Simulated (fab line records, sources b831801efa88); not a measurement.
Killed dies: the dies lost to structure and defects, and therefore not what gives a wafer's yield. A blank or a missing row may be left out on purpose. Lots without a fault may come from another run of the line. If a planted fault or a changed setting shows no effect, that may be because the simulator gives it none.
A lot that was struck, set against a sound lot :: flow gf180mcu :: 23 out of 602 route steps
Sound: wafers L800.1, L800.4, L800.6. Wafers struck: L810.4, L810.5, L810.6. The cause is given at the end.
For every step that has rows: the tool of each side, followed by ch and its chambers, followed by its first start. Under that, the readings that differ: sound wafers :: struck wafers :: difference of the means :: sigmas: that difference in standard deviations of wafers without a fault.
alike: readings whose means differ by less than 2 such deviations, and words and numbers that are the same on both sides. not compared: withheld readings, readings that some wafer has no value for, bounds like >300 that may hide the same value, and numbers for which the record gives no deviation and whose values overlap.
The two part at a step that has a row with sigmas, a row that says differs or no value, or rows on one side only. Numbers that don't overlap but have no deviation are shown without sigmas and don't part them. A reading missing from all wafers of one side parts the sides only when that side holds two or more wafers.

GF_V5_RS_MEAS_24: the measuring method here is four-point-probe.
  struck on filmMetro-01, day 33 11:58; sound on filmMetro-03, day 30 21:25
  alike: V5_W_RS
GF_V5_THK_MEAS_25: measures by xrf.
  struck on filmMetro-01, day 33 12:04; sound on filmMetro-03, day 30 21:32
  alike: V5_W_THK
GF_V5_CMP_26: polishes, stops on SiO2, t overpolish 15 s, target thk 0 nm.
  sound on cmp-01 ch 0,2,3, day 30 21:41; struck on cmp-02 ch 0,1, day 33 12:09
reading: motorCurrentA (A)
sound: 10.2 11.6 11.6
struck: 9.6 9.8 10.0
difference: -1.3
sigmas: -2
  alike: overpolishRunS, timeToEndpointS
GF_TOP_METAL_SPUTTER_00: material Ti, target thk 37.5 nm, time 150 s.
  struck on pvdSputter-04, day 33 12:24; sound on pvdSputter-01, day 30 21:53
  alike: chamberPressurePa, throttleValvePct
GF_TOP_METAL_SPUTTER_01: material TiN, target thk 30 nm, time 25 s.
  struck on pvdSputter-04, day 33 12:30; sound on pvdSputter-01, day 30 21:59
  alike: chamberPressurePa, throttleValvePct
GF_TOP_METAL_SPUTTER_02: material AlCu, target thk 900 nm, time 47.82 s.
  struck on pvdSputter-04, day 33 12:32; sound on pvdSputter-01, day 30 22:01
  alike: chamberPressurePa, throttleValvePct
GF_TOP_METAL_SPUTTER_03: material Ti, target thk 5 nm, time 3.3 s.
  struck on pvdSputter-04, day 33 12:34; sound on pvdSputter-01, day 30 22:04
  alike: chamberPressurePa, throttleValvePct
then, 1 step without rows for these wafers: GF_TOP_METAL_SPUTTER_04 (material TiN, target thk 25 nm, time 20.8 s).
GF_TOP_METAL_RS_MEAS_05: the measuring method here is four-point-probe.
  struck on filmMetro-04, day 33 12:41; sound on filmMetro-03, day 30 22:07
  alike: TOP_METAL_ALCU_RS
GF_TOP_METAL_THK_MEAS_06: measures by xrf.
  struck on filmMetro-04, day 33 12:46; sound on filmMetro-03, day 30 22:14
  alike: TOP_METAL_ALCU_THK
then, 2 steps without rows for these wafers: GF_TOP_METAL_DEHYDRATE_07 (time 60 s); GF_TOP_METAL_HMDS_08 (prime time 60 s).
GF_TOP_METAL_COAT_09: resist thk 1500 nm.
  sound on lithoTrack-02 ch 0, day 31 06:22; struck on lithoTrack-04 ch 0, day 33 20:40
reading: model.NOVOLAK_of_TOP_METAL_COAT_09.thkNm (nm)
sound: 1501 1505 1497
struck: 1472 1476 1481
difference: -25
sigmas: 
then, 4 steps without rows for these wafers: GF_TOP_METAL_SOFTBAKE_10 (time 60 s); GF_TOP_METAL_EXPOSE_11 (exposes mask MetalTop, target cd 440 nm); GF_TOP_METAL_PEB_12; GF_TOP_METAL_DEVELOP_13 (develop time 60 s).
GF_TOP_METAL_CD_MEAS_14: target cd 440 nm.
  struck on cdSem-02, day 34 04:11; sound on cdSem-01, day 31 15:26
reading: cdNm (nm)
sound: 447.7 446.7 445.0
struck: 435.6 434.7 435.9
difference: -11.1
sigmas: -4
GF_TOP_METAL_OVL_MEAS_15:
  struck on overlay-01, day 34 04:16; sound on overlay-01, day 31 15:34
  alike: TOP_METAL_OVL
GF_TOP_METAL_METAL_ETCH_16: etches the open film in Cl2/BCl3, stops on SiO2, target depth 1077.5 nm, time 179.6 s.
  sound on rieMetal-01 ch 0, day 31 15:35; struck on rieMetal-03 ch 0,1, day 34 04:20
reading: model.NOVOLAK_of_TOP_METAL_COAT_09.thkNm (nm)
sound: 1068 1069 1060
struck: 1034 1045 1046
difference: -24
sigmas: 
  alike: biasW, chamberPressureMTorr, drypumpMotorCurrentA, heBacksideLeakSccm, oesProductAu, throttleValvePct
  not compared: rfHoursCounterH
GF_TOP_METAL_STRIP_17: strips in O2/N2.
  sound on plasmaAsher-01 ch 0,1, day 31 15:56; struck on plasmaAsher-03 ch 0,1, day 34 04:29
reading: stripTimeToEndpointS (s)
sound: 13.43 13.44 13.35
struck: 13.07 13.18 13.20
difference: -0.26
sigmas: -3
  alike: chamberPressureMTorr, drypumpMotorCurrentA, heaterPowerW, oesProductAu
  not compared: rfHoursCounterH
then, 1 step without rows for these wafers: GF_TOP_METAL_STRIP_18 (strips in post etch residue remover, time 1200 s).
GF_PASSIVATION_PROBE_99:
  the record has rows for the struck wafers here (prober-02, day 34 22:03) and none for the sound ones

WHERE THEY PART
First at GF_V5_CMP_26; last, within this record, at GF_PASSIVATION_PROBE_99.

WHY: what the simulator had put in
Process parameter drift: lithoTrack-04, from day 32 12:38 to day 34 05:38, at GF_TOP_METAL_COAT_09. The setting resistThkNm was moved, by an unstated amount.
